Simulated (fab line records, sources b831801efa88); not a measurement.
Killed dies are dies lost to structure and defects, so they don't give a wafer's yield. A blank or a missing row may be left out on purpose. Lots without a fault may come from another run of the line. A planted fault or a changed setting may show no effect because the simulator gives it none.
Which tool did it? | flow gf180mcu | 6 lots, 18 wafers sampled, at 3 steps of a route of 602

WHAT THE GAUGES READ, wafer by wafer
GF_NWELL_OVL_MEAS_07.
lot  | measured    | on         | NWELL_OVL (nm)
L413 | day 3 14:40 | overlay-01 | -1.6 -2.7 -1.4
L415 | day 4 01:26 | overlay-02 | -0.8 -0.1 0.0
L421 | day 5 10:26 | overlay-02 | -0.8 -3.2 -1.1
L425 | day 6 06:53 | overlay-01 | - - -
L429 | day 7 03:56 | overlay-01 | - - -
L433 | day 8 02:34 | overlay-01 | -0.3 -1.6 -0.9

WHICH TOOL RAN EACH LOT (tool, then ch and the chambers of the sampled wafers, then the start)
lot  | GF_STI_ETCH_14                  | GF_NWELL_DEVELOP_06
L413 | rie_si-02 ch 2,3, day 2 06:27   | litho_track-04 ch 0, day 3 14:00
L415 | rie_si-02 ch 2,3, day 2 19:12   | litho_track-02 ch 0, day 4 01:00
L421 | rie_si-02 ch 0,1,2, day 4 00:05 | litho_track-04 ch 0, day 5 10:00
L425 | rie_si-01 ch 1,3, day 4 21:08   | litho_track-02 ch 0, day 6 06:00
L429 | rie_si-02 ch 2,3, day 5 17:50   | litho_track-02 ch 0, day 7 03:00
L433 | rie_si-01 ch 0,1,2, day 6 13:49 | litho_track-04 ch 0, day 8 02:00
- GF_STI_ETCH_14: etches Si in HBr/Cl2/O2, target depth 360 nm, time 102.9 s.
- GF_NWELL_DEVELOP_06: develop time 60 s.

THE ANSWER, worked out from the rows above alone
Rule: what is usual is taken from the lots themselves. Put in order of their means at a reading, lots are off if they are a third of the lots or fewer, leave a main group of 4 or more, and stand apart from it by a gap of 3 or more times the standard deviation of the main group's means; of several such gaps the widest counts. A main group whose means are all the same, to the digits that the tables above print for the reading, isn't used. A lot without any number at a reading at which 4 lots or more have one is off too. The other lots that the step has rows for count as sound.
Off: L425, L429, at GF_NWELL_OVL_MEAS_07 (NWELL_OVL). Without a number there: L425, L429. The main group: mean -1.2 nm, standard deviation 0.64.
A tool fits if, at a process step before that reading, it ran every lot that is off, and no sound lot after the first of them. The gauges at GF_NWELL_OVL_MEAS_07 are tried like those tools. One fits: litho_track-02 at GF_NWELL_DEVELOP_06. Its last sound lot is L415 (day 4 01:00), its first lot that is off L425 (day 6 06:00): a fault that began between those two fits.

WHAT THE SIMULATOR HAD PUT IN
Process parameter drift: litho_track-02, from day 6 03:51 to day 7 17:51, at GF_NWELL_DEVELOP_06. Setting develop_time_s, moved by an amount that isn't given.
Lots struck among those shown: L425, L429. The rule above found the same.
